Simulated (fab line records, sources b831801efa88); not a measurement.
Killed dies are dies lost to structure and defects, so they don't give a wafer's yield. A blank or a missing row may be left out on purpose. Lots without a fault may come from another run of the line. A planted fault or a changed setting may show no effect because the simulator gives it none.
A struck lot beside a sound one | flow sky130 | 30 steps out of a route of 708
Sound: wafers L603.3, L603.4, L603.6. Struck: wafers L613.4, L613.5, L613.6. The cause comes at the end.
At each step with rows: each side's tool, then ch and its chambers, then its first start. Under that, the readings that differ: sound wafers | struck wafers | difference of the means | sigmas: that difference in standard deviations of wafers without a fault.
alike: readings whose means differ by less than 2 such deviations, and words and numbers that are the same on both sides. not compared: withheld readings, readings that some wafer has no value for, bounds like >300 that may hide the same value, and numbers for which the record gives no deviation and whose values overlap.
The two part at a step that has a row with sigmas, a row that says differs or no value, or rows on one side only. Numbers that don't overlap but have no deviation are shown without sigmas and don't part them. A reading that every wafer of one side lacks parts them only if that side has two wafers or more.

first, 5 steps without rows for these wafers: SKY_SONOS_ONO_COAT_08 (resist thk 1140 nm); SKY_SONOS_ONO_SOFTBAKE_09 (time 60 s); SKY_SONOS_ONO_EXPOSE_10 (exposes mask ONOM, target cd 410 nm); SKY_SONOS_ONO_PEB_11; SKY_SONOS_ONO_DEVELOP_12 (develop time 60 s).
SKY_SONOS_ONO_CD_MEAS_13: target cd 410 nm.
  sound on cd_sem-02, day 13 04:54; struck on cd_sem-01, day 16 11:19
  reading    | sound             | struck            | difference | sigmas
  cd_nm (nm) | 406.3 408.4 407.7 | 412.0 412.9 412.1 | +4.9       | +2
SKY_SONOS_ONO_OVL_MEAS_14:
  sound on overlay-01, day 13 05:00; struck on overlay-01, day 16 11:24
  alike: SONOS_ONO_OVL
SKY_SONOS_ONO_ETCH_15: etches the open film in CHF3/O2, target depth 19.52 nm, time 7.8 s.
  sound on rie_diel-02 ch 2,3, day 13 05:01; struck on rie_diel-03 ch 1,2, day 16 11:25
  alike: drypump_motor_current_A, oes_product_au, throttle_valve_pct
  not compared: rf_hours_counter_h
then, 1 step without rows for these wafers: SKY_SONOS_ONO_WET_ETCH_16 (etches SiO2 in dHF, target depth 14 nm, time 280 s).
SKY_SONOS_ONO_STRIP_17: strips in O2/N2.
  sound on plasma_asher-01 ch 0,1, day 13 05:10; struck on plasma_asher-02 ch 0,1, day 16 11:34
  alike: drypump_motor_current_A, oes_product_au, strip_time_to_endpoint_s
  not compared: rf_hours_counter_h
then, 2 steps without rows for these wafers: SKY_SONOS_ONO_WET_ETCH_18 (etches Si3N4 in H3PO4, target depth 15 nm, time 172 s); SKY_GATE_OXIDE_CLEAN_00 (cleans in SC1/SC2, time 150 s).
SKY_GATE_OXIDE_OXIDATION_01: stabilise 600 s, purge 300 s, target thk 10.268 nm.
  sound on furnace-02 ch 0, day 13 05:23; struck on furnace-01 ch 0, day 16 13:25
  reading                                           | sound                | struck               | difference | sigmas
  spike_tc_bottom_C (C)                             | 919.1 920.1 920.0    | 937.1 936.8 937.8    | +17.5      | +18
  spike_tc_centre_C (C)                             | 901.4 903.5 901.7    | 920.2 918.3 918.6    | +16.8      | +14
  spike_tc_lower_C (C)                              | 897.6 900.7 898.9    | 919.0 917.8 917.9    | +19.2      | +19
  spike_tc_top_C (C)                                | 911.4 911.5 910.5    | 924.7 926.8 926.9    | +15.0      | +7
  spike_tc_upper_C (C)                              | 899.1 898.5 898.1    | 917.7 917.3 918.0    | +19.1      | +19
  tube_center_temp_C (C)                            | 900.04 900.16 899.83 | 918.35 918.54 918.46 | +18.44     | +99 or more
  tube_center_temp_C_max                            | 902.7 902.1 901.4    | 920.7 920.9 920.2    | +18.5      | +49
  model.SiO2_of_GATE_OXIDE_OXIDATION_01.thk_nm (nm) | 10.38 10.21 10.4     | 12.37 12.48 12.55    | +2.14      |
SKY_GATE_OXIDE_THK_MEAS_02:
  sound on film_metro-04, day 13 06:49; struck on film_metro-01, day 16 14:52
  reading                          | sound             | struck            | difference | sigmas
  GATE_OXIDE_OXIDATION_00_THK (nm) | 10.41 10.16 10.41 | 12.38 12.47 12.50 | +2.12      | +10
then, 7 steps without rows for these wafers: SKY_GATE_OXIDE_DEHYDRATE_03 (time 60 s); SKY_GATE_OXIDE_HMDS_04 (prime time 60 s); SKY_GATE_OXIDE_COAT_05 (resist thk 1140 nm); SKY_GATE_OXIDE_SOFTBAKE_06 (time 60 s); SKY_GATE_OXIDE_EXPOSE_07 (exposes mask LVOM, target cd 600 nm); SKY_GATE_OXIDE_PEB_08; SKY_GATE_OXIDE_DEVELOP_09 (develop time 60 s).
SKY_GATE_OXIDE_OVL_MEAS_10:
  sound on overlay-02, day 14 07:51; struck on overlay-01, day 17 18:43
  alike: GATE_OXIDE_OVL
then, 2 steps without rows for these wafers: SKY_GATE_OXIDE_IMPLANT_11; SKY_GATE_OXIDE_WET_ETCH_12 (etches SiO2 in dHF, target depth 16.8 nm, time 336 s).
SKY_GATE_OXIDE_STRIP_13: strips in O2/N2.
  sound on plasma_asher-04 ch 0,1, day 14 08:10; struck on plasma_asher-02 ch 0,1, day 17 19:01
  reading                     | sound       | struck      | difference | sigmas
  drypump_motor_current_A (A) | 5.9 6.2 6.2 | 5.0 4.9 5.5 | -1.0       | -2
  alike: oes_product_au, strip_time_to_endpoint_s
  not compared: rf_hours_counter_h
SKY_GATE_OXIDE_TW_MEAS_14:
  sound on film_metro-01, day 14 08:15; struck on film_metro-01, day 17 19:07
  alike: GATE_OXIDE_TW
then, 1 step without rows for these wafers: SKY_GATE_OXIDE_CLEAN_15 (cleans in SC1/SC2, time 150 s).
SKY_GATE_OXIDE_OXIDATION_16: stabilise 600 s, purge 300 s, target thk 3.57 nm.
  sound on furnace-01 ch 0, day 14 08:20; struck on furnace-01 ch 0, day 17 21:08
  reading                                           | sound             | struck            | difference | sigmas
  model.SiO2_of_GATE_OXIDE_OXIDATION_01.thk_nm (nm) | 11.71 11.53 11.71 | 13.58 13.69 13.72 | +2.01      |
  alike: ox_temp_c_max, ramp_up_c_per_min, spike_tc_bottom_C, spike_tc_centre_C, spike_tc_lower_C, spike_tc_top_C, spike_tc_upper_C, tube_center_temp_C, tube_center_temp_C_max
then, 1 step without rows for these wafers: SKY_POLY_GATE_CVD_00 (deposits poly-Si, target thk 180 nm, time 720 s).
-- the record jumps here: 31 days lie between the struck wafers' starts before and after (it left off in module POLY_GATE and takes up again in module PAD_OPEN, whose first step shown is number 708 of the route) --
SKY_PAD_OPEN_PROBE_99:
  sound on prober-01, day 45 21:16; struck on prober-02, day 49 08:16
  reading                                | sound                         | struck                        | difference | sigmas
  model.etest.nfet_16v.r_on_ohm_um       | 1.396e+04 1.364e+04 1.385e+04 | 1.548e+04 1.562e+04 1.557e+04 | +1.740e+03 |
  model.etest.pfet_16v.r_on_ohm_um       | 1.498e+04 1.468e+04 1.491e+04 | 1.551e+04 1.551e+04 1.583e+04 | +7.600e+02 |
  model.etest.tip_sonos.rs_ohm_sq        | 2696 2651 2638                | 3053 3115 3110                | +431       |
  model.etest.pfet_g5v0d10v5.r_on_ohm_um | 4901 4721 4873                | 5106 5154 5174                | +313       |
  model.etest.nfet_g5v0d10v5.r_on_ohm_um | 1922 1888 1906                | 2066 2052 2090                | +164       |
  model.etest.nfet_g5v0d10v5.drive_ua_um | 594.8 607.7 597.8             | 522.9 518 510                 | -83.1      |
  model.etest.nfet_05v0_nvt.drive_ua_um  | 569 579.3 573.1               | 499.9 495.8 494.9             | -76.9      |
  model.etest.pfet_g5v0d10v5.drive_ua_um | 330.6 340.1 331.8             | 305.6 302.6 302               | -30.8      |
  alike: killed_at_M0_to_M3, killed_at_M4_up, killed_at_contacts, killed_at_front_end, killed_at_other, killed_dies, killed_open, killed_short

WHERE THEY PART
First at SKY_SONOS_ONO_CD_MEAS_13; last, within this record, at SKY_GATE_OXIDE_STRIP_13. Later steps at which nothing parts them and some readings are alike: SKY_GATE_OXIDE_TW_MEAS_14, SKY_GATE_OXIDE_OXIDATION_16, SKY_PAD_OPEN_PROBE_99.

WHY: what the simulator had put in
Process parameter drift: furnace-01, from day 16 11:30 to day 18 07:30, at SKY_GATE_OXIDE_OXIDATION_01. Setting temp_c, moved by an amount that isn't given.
